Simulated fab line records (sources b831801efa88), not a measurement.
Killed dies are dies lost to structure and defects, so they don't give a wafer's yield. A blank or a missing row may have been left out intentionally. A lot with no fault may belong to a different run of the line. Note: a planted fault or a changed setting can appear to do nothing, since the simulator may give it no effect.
Comparing a struck lot with a sound one ; flow sky130 ; 32 out of 708 route steps
Sound: these wafers, L803.1, L803.3, L803.5. Struck: wafer L814.2 (left out: L814.1, L814.6 of the same lot, which were not struck); the cause appears at the end.
Each step with rows lists, per side, the tool, then ch with its chambers, then its first start. Under that, the readings that differ: sound wafers ; struck wafers ; difference of the means ; sigmas: that difference in standard deviations of wafers without a fault.
alike: readings with means less than 2 such deviations apart, plus words and numbers identical on both sides. not compared: withheld readings, readings lacking a value on some wafer, bounds such as >300 that could conceal the same value, and numbers that have no deviation in the record and whose values overlap.
A row with sigmas, a row that says differs or no value, or rows on one side alone: a step with any of these is where the two part. Non-overlapping numbers with no deviation appear without sigmas and do not part them. A reading that every wafer of one side lacks parts them only if that side has two wafers or more.

first, 4 steps without rows for these wafers: SKY_VIA1_STRIP_17 (strips in post etch residue remover, time 1200 s); SKY_VIA1_CLEAN_18 (cleans in IPA, time 180 s); SKY_VIA1_CLEAN_19 (cleans in O3/DIW); SKY_VIA1_SPUTTER_20 (material TiN, target thk 20 nm, time 80 s).
SKY_VIA1_CVD_21: deposits W, target thk 270 nm, time 80.902 s.
  sound on cvd-w-02 ch 0,1, day 36 06:05; struck on cvd-w-01 ch 0, day 39 14:23
reading;sound;struck;difference;sigmas
heater-power-w (W);913 929 918;770;-150;-3
SKY_VIA1_RS_MEAS_22: measures by four-point-probe.
  struck on film-metro-02, day 39 14:29; sound on film-metro-01, day 36 06:10
  alike: VIA1_W_RS
SKY_VIA1_THK_MEAS_23: measures by xrf.
  struck on film-metro-02, day 39 14:36; sound on film-metro-01, day 36 06:17
  alike: VIA1_W_THK
SKY_VIA1_CMP_24: polishes, stops on SiO2, t overpolish 15 s, target thk 0 nm.
  sound on cmp-01 ch 0,2,3, day 36 06:27; struck on cmp-01 ch 1, day 39 14:53
reading;sound;struck;difference;sigmas
time-to-endpoint-s (s);67 71 67;62;-6;-2
  alike: motor-current-A, overpolish-run-s
then, 2 steps without rows for these wafers: SKY_METAL2_SPUTTER_00 (material Ti, target thk 15 nm, time 10 s); SKY_METAL2_SPUTTER_01 (material TiN, target thk 20 nm, time 16.7 s).
SKY_METAL2_SPUTTER_02: material AlCu, target thk 250 nm, time 13.3 s.
  struck on pvd-sputter-03, day 39 15:13; sound on pvd-sputter-03, day 36 06:42
  alike: cathode-dc-power-W, throttle-valve-pct
then, 1 step without rows for these wafers: SKY_METAL2_SPUTTER_03 (material Ti, target thk 5 nm, time 3.3 s).
SKY_METAL2_SPUTTER_04: material TiN, target thk 70 nm, time 58.3 s.
  struck on pvd-sputter-03, day 39 15:16; sound on pvd-sputter-03, day 36 06:44
reading;sound;struck;difference;sigmas
model.TiN_of_METAL2_SPUTTER_04.thk-nm (nm);69.57 70.06 69.67;81.01;+11.24;
  alike: cathode-dc-power-W, throttle-valve-pct
SKY_METAL2_RS_MEAS_05: measures by four-point-probe.
  struck on film-metro-02, day 39 15:36; sound on film-metro-04, day 36 06:47
  alike: METAL2_ALCU_RS
  not compared: hold
SKY_METAL2_THK_MEAS_06: measures by xrf.
  struck on film-metro-02, day 39 15:43; sound on film-metro-04, day 36 06:55
  alike: METAL2_ALCU_THK
  not compared: hold
then, 8 steps without rows for these wafers: SKY_METAL2_DEHYDRATE_07 (time 60 s); SKY_METAL2_HMDS_08 (prime time 60 s); SKY_METAL2_COAT_09 (resist thk 60 nm); SKY_METAL2_COAT_10 (resist thk 450 nm); SKY_METAL2_SOFTBAKE_11 (time 90 s); SKY_METAL2_EXPOSE_12 (exposes mask MM2, target cd 140 nm); SKY_METAL2_PEB_13; SKY_METAL2_DEVELOP_14 (develop time 60 s).
SKY_METAL2_CD_MEAS_15: the cd target is 140 nm.
  struck on cd-sem-02, day 40 16:43; sound on cd-sem-01, day 37 09:35
  alike: cd-nm
SKY_METAL2_OVL_MEAS_16:
  struck on overlay-01, day 40 16:50; sound on overlay-02, day 37 09:43
  alike: METAL2_OVL
then, 1 step without rows for these wafers: SKY_METAL2_DESCUM_17 (chemistry O2, time 8 s).
SKY_METAL2_ETCH_18: etches BARC in N2/H2, stops on SiO2, time 45.9 s, target depth 60 nm.
  sound on rie-metal-04 ch 0,1, day 37 09:47; struck on rie-metal-01 ch 1, day 40 16:54
  alike: drypump-motor-current-A, oes-product-au, throttle-valve-pct
  not compared: rf-hours-counter-h
SKY_METAL2_METAL_ETCH_19: etches the open film in Cl2/BCl3, stops on SiO2, target depth 360 nm, time 78 s.
  sound on rie-metal-04 ch 0,1, day 37 09:50; struck on rie-metal-01 ch 1, day 40 16:58
reading;sound;struck;difference;sigmas
throttle-valve-pct (%);22.274 22.251 22.251;22.278;+0.019;+2
  alike: drypump-motor-current-A, oes-product-au
  not compared: rf-hours-counter-h
then, 1 step without rows for these wafers: SKY_METAL2_STRIP_20 (strips in O2/N2).
SKY_METAL2_STRIP_21: strips in post etch residue remover, time 1200 s.
  sound on wet-bench-02 ch 3, day 37 10:02; struck on wet-bench-03 ch 0, day 40 17:10
reading;sound;struck;difference;sigmas
model.TiN_of_METAL2_SPUTTER_04.thk-nm (nm);69.14 69.64 69.24;80.59;+11.25;
then, 1 step without rows for these wafers: SKY_METAL2_CLEAN_22 (cleans in IPA, time 180 s).
-- the record jumps here: 10 days lie between the struck wafers' starts before and after (it left off in module METAL2 and takes up again in module PAD_OPEN, whose first step shown is number 708 of the route) --
SKY_PAD_OPEN_PROBE_99:
  only the struck wafers here have rows in the record (prober-01, day 50 08:14); the sound ones have none

== WHERE THEY PART ==
First at SKY_VIA1_CVD_21; last, within this record, at SKY_PAD_OPEN_PROBE_99.

WHY: whatever the simulator had introduced
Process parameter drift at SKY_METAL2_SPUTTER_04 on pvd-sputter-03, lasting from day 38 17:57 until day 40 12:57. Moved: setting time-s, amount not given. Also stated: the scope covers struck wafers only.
